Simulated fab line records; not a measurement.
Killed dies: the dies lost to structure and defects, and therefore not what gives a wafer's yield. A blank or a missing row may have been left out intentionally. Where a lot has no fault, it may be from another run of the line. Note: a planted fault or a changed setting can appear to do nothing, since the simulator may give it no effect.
Comparing a struck lot with a sound one    flow sky130    21 steps out of a route of 708
Sound: these wafers, L641.4, L641.5, L641.6. Wafers L651.1, L651.3, L651.6 were the ones struck. The cause is given at the end.
At each step with rows: each side's tool, then ch and its chambers, then its first start. Under that, the readings that differ: sound wafers    struck wafers    difference of the means    sigmas: that difference in standard deviations of wafers without a fault.
alike: readings whose means differ by less than 2 such deviations, and words and numbers that are the same on both sides. not compared: withheld readings, readings that some wafer has no value for, bounds like >300 that may hide the same value, and numbers for which the record gives no deviation and whose values overlap.
Wherever a step has rows on one side only, a row that says differs or no value, or a row with sigmas, the two part there. Numbers that have no deviation but don't overlap get no sigmas and don't part them. Lack of a reading on every wafer of one side parts them only where that side has two or more wafers.

first, 4 steps without rows for these wafers: SKY_METAL3_STRIP_20 (strips in post etch residue remover, time 1200 s); SKY_METAL3_CLEAN_21 (cleans in IPA, time 180 s); SKY_METAL3_CLEAN_22 (cleans in O3/DIW); SKY_VIA3_HDPCVD_00 (deposits SiO2, target thk 1635 nm, time 272.5 s).
SKY_VIA3_THK_MEAS_01:
  sound on film-metro-03 at day 41 11:38; struck on film-metro-01 at day 44 01:31
  alike: VIA3_HDPCVD_THK
SKY_VIA3_CMP_02: polishes SiO2.
  sound on cmp-02 ch 0,3, day 41 11:43; struck on cmp-02 ch 0,2, day 44 01:37
  alike: motor-current-A
SKY_VIA3_BOW_MEAS_03:
  sound on film-metro-04 at day 41 12:02; struck on film-metro-04 at day 44 01:52
  alike: VIA3_BOW
then, 5 steps without rows for these wafers: SKY_VIA3_DEHYDRATE_04 (time 60 s); SKY_VIA3_HMDS_05 (prime time 60 s); SKY_VIA3_COAT_06 (resist thk 60 nm); SKY_VIA3_COAT_07 (resist thk 450 nm); SKY_VIA3_SOFTBAKE_08 (time 90 s).
SKY_VIA3_EXPOSE_09: exposes mask VIM3, target cd 200 nm.
  sound on krf-scanner-02 ch 0, day 42 00:02; struck on krf-scanner-02 ch 0, day 44 13:14
  alike: mask, stage-vel-mm-s
then, 2 steps without rows for these wafers: SKY_VIA3_PEB_10; SKY_VIA3_DEVELOP_11 (develop time 60 s).
SKY_VIA3_CD_MEAS_12: target cd 200 nm.
  sound on cd-sem-02 at day 42 11:23; struck on cd-sem-01 at day 44 23:56
reading     sound              struck             difference  sigmas
cd-nm (nm)  200.2 199.2 199.1  196.5 176.4 180.0  -15.2       -12
SKY_VIA3_OVL_MEAS_13:
  sound on overlay-01 at day 42 11:28; struck on overlay-01 at day 45 00:03
  alike: VIA3_OVL
SKY_VIA3_ETCH_14: etches BARC in N2/H2, stops on SiO2, time 45.9 s, target depth 60 nm.
  sound on rie-diel-03 ch 0,1, day 42 11:29; struck on rie-diel-04 ch 0,3, day 45 00:05
reading                      sound              struck           difference  sigmas
drypump-motor-current-A (A)  5.7 4.8 5.7        6.4 6.6 6.6      +1.1        +2
model.VIA3.cd-nm (nm)        200.9 198.6 199.3  197.2 176.9 181  -14.6       
  alike: oes-product-au, throttle-valve-pct
  not compared: rf-hours-counter-h
SKY_VIA3_ETCH_15: etches SiO2 in C4F8/O2/Ar, stops on TiN, target depth 507 nm, time 78 s.
  sound on rie-diel-03 ch 0,1, day 42 11:32; struck on rie-diel-04 ch 0,3, day 45 00:08
reading                sound              struck         difference  sigmas
model.VIA3.cd-nm (nm)  203.9 196.5 200.7  196 174.7 180  -17         
  alike: oes-product-au
  not compared: rf-hours-counter-h
SKY_VIA3_STRIP_16: strips in O2/N2.
  sound on plasma-asher-02 ch 0,1, day 42 11:37; struck on plasma-asher-02 ch 0,1, day 45 00:11
  alike: drypump-motor-current-A, oes-product-au, strip-time-to-endpoint-s
  not compared: rf-hours-counter-h
-- the record jumps here: 5 days lie between the struck wafers' starts before and after (it left off in module VIA3 and takes up again in module PAD_OPEN, whose first step shown is number 708 of the route) --
SKY_PAD_OPEN_PROBE_99:
  sound on prober-01 at day 48 04:22; struck on prober-01 at day 50 04:35
  alike: defect-limited-yield, killed_at_M0_to_M3, killed_at_M4_up, killed-at-contacts, killed-at-front-end, killed-at-other, killed-dies, killed-open, killed-short, sort_bin_3_pad_short, sort_bin_5_function, sort_bin_6_memory, sort-n-pass, sort-yield-pct
  not compared: model.etest.via3-chain.rc-ohm

## WHERE THEY PART
At SKY_VIA3_CD_MEAS_12 first; at SKY_VIA3_ETCH_14 last (within this record only). Later steps at which nothing parts them and some readings are alike: SKY_VIA3_ETCH_15, SKY_VIA3_STRIP_16, SKY_PAD_OPEN_PROBE_99.

WHY: what the simulator had put in
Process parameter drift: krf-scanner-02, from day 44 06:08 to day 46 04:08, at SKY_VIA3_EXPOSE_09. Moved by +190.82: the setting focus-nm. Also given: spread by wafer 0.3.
